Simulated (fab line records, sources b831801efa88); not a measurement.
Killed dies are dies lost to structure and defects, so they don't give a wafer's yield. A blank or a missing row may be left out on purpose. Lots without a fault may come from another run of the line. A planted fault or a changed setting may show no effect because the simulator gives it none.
Problem report in the 8D (eight disciplines) form, filled by code | flow sky130 | the parts of the form that need people (team, actions taken, sign-off) are left out

1. THE PROBLEM
LI_CONTACT_HDPCVD_THK at SKY_LI_CONTACT_THK_MEAS_01 reads a mean of 440 nm on 3 wafers of 2 lots; wafers without a fault read 934 nm with a standard deviation of 10. That is -49 standard deviations from the usual mean.
First seen on wafer L207.1, day 33 01:25, on film_metro-01. The record holds 41 wafers of 14 lots with a number at this step. Rule for "out", or "out of limits": more than 4 standard deviations from the usual mean. The other wafers with a number count as sound.

2. WHAT IT IS AND WHAT IT IS NOT
question                    | is                           | is not
which readings at this step | LI_CONTACT_HDPCVD_THK        | -
which lots                  | L207, L208                   | L192, L193, L194, L195, L196, L198, L199, L200, L201, L202, L204, L205
which wafers of those lots  | L207.1, L207.2, L208.2       | L207.3, L208.4
read on which gauges        | film_metro-01, film_metro-03 | film_metro-02
when                        | from day 33 01:25            | up to then (37 sound wafers); but 1 sound wafer of L208 came after

3. SUSPECTS, AND WHAT RULES EACH OUT
Counting: a tool at a process step up to the reading stays a suspect if it ran every lot that is out. Sound lots after the first of them don't rule it out here, since some wafers of a struck lot are sound.
- the gauge at SKY_LI_CONTACT_THK_MEAS_01: ruled out. The wafers that are out were read on 2 gauges (film_metro-01, film_metro-03).
- rie_diel-02 at SKY_POLY_GATE_ETCH_16 (etches Si3N4 in CH3F/O2, stops on poly-Si, time 147.5 s, target depth 75 nm): kept. It ran every lot that is out, first L207 (day 22 00:02); its last sound lot up to then is L199 (day 19 05:17).
- hdpcvd-02 at SKY_LI_CONTACT_HDPCVD_00 (deposits PSG, target thk 930 nm, time 155 s): kept. It ran every lot that is out, first L207 (day 33 01:19); its last sound lot up to then is L204 (day 32 17:04).
- Within rie_diel-02 at SKY_POLY_GATE_ETCH_16: the wafers that are out ran in chambers 1, 2, 3; their sound lot-mates ran in chamber 0.
Left after counting: rie_diel-02 at SKY_POLY_GATE_ETCH_16, hdpcvd-02 at SKY_LI_CONTACT_HDPCVD_00.

4. THE CAUSE (what the simulator had put in)
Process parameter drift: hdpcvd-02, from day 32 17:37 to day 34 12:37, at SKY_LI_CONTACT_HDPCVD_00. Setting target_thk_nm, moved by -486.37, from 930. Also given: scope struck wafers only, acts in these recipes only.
Counting left 2 suspects, and this tool is among them.

5. THE CHAIN OF EFFECTS, in route order
Each row: a reading whose mean over the struck wafers that have a number lies more than 3 standard deviations from the usual. Only readings for which the record gives a usual standard deviation are gone through. hours: the time from each lot's start at the first step in this table that gives one to its start at this step, as a median over the lots. sigmas: the change in usual standard deviations.
hours | step                       | reading               | usual      | on struck wafers | change | sigmas
0     | SKY_LI_CONTACT_THK_MEAS_01 | LI_CONTACT_HDPCVD_THK | 934 nm     | 440              | -494   | -49
0     | SKY_LI_CONTACT_CMP_02      | time_to_endpoint_s    | 35 s       | 17               | -18    | -3.7
27    | SKY_LI_CONTACT_ETCH_15     | oes_product_au        | 0.837 a.u. | 0.716            | -0.121 | -25
The process steps in it:
- SKY_LI_CONTACT_CMP_02: polishes PSG.
- SKY_LI_CONTACT_ETCH_15: etches PSG in C4F8/O2/Ar, stops on Si, target depth 600 nm.
Later measuring or inspecting steps at which every struck wafer that the step has a row for has a number for every such reading, and none has moved that far: SKY_LI_CONTACT_BOW_MEAS_03.

6. WHAT WOULD HAVE CAUGHT IT SOONER
In this record the first reading out of limits at a measuring or inspecting step was taken at day 33 01:25, 8 hours after the fault began at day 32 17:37.
Of the lots that are out (2), L208 began SKY_LI_CONTACT_HDPCVD_00 on hdpcvd-02 after day 33 01:25. A hold on the tool at that time would have spared it.
